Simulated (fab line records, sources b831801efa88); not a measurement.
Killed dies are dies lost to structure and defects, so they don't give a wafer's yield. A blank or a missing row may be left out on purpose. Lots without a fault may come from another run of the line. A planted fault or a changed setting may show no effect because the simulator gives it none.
Chamber matching | flow sfq_line | SFQ_TRILAYER_I5_ETCH_VIA_ETCH_147 on rie_diel-03: 4 sister chambers
The step etches the open film in CHF3, stops on Nb, target depth 360 nm. 4 wafers are shown with their chamber, then 9 later ones without.

WAFERS WITH THEIR CHAMBER
wafer  | chamber | drypump_motor_current_A (A)
L402.5 | 0       | 5.7
L402.6 | 3       | 6.2
L408.2 | 1       | 6.2
L408.6 | 2       | 6.3

WAFERS WITHOUT THEIR CHAMBER
wafer  | drypump_motor_current_A (A)
L409.1 | 5.7
L409.2 | 6.2
L409.6 | 6.2
L414.2 | 6.2
L414.4 | 6.2
L414.6 | 6.3
L415.1 | 6.2
L415.5 | 6.2
L415.6 | 5.8

WHICH CHAMBER EACH WENT THROUGH
wafer  | from the rows above     | in truth
L409.1 | 0                       | 0
L409.2 | can't be placed: 1 or 3 | 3
L409.6 | can't be placed: 1 or 3 | 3
L414.2 | can't be placed: 1 or 3 | 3
L414.4 | can't be placed: 1 or 3 | 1
L414.6 | 2                       | 2
L415.1 | can't be placed: 1 or 3 | 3
L415.5 | can't be placed: 1 or 3 | 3
L415.6 | 0                       | 0
Placed correctly: 3 of 9. Can't be placed from these rows: 6 (the true chamber is among the candidates in 6). Placed wrongly: 0.
How it was worked out, from the rows above alone: a wafer's distance from a chamber is the root of the sum, over the readings, of the square of ((its reading less the chamber's mean) divided by the reading's scatter). The wafer belongs to the nearest chamber; if the next one is less than 2 further off, it can't be placed. A chamber's mean is the mean of its shown wafers. The scatter: with one shown wafer a chamber, the root of the mean of the squares of how far each hidden wafer lies from its nearest shown one.
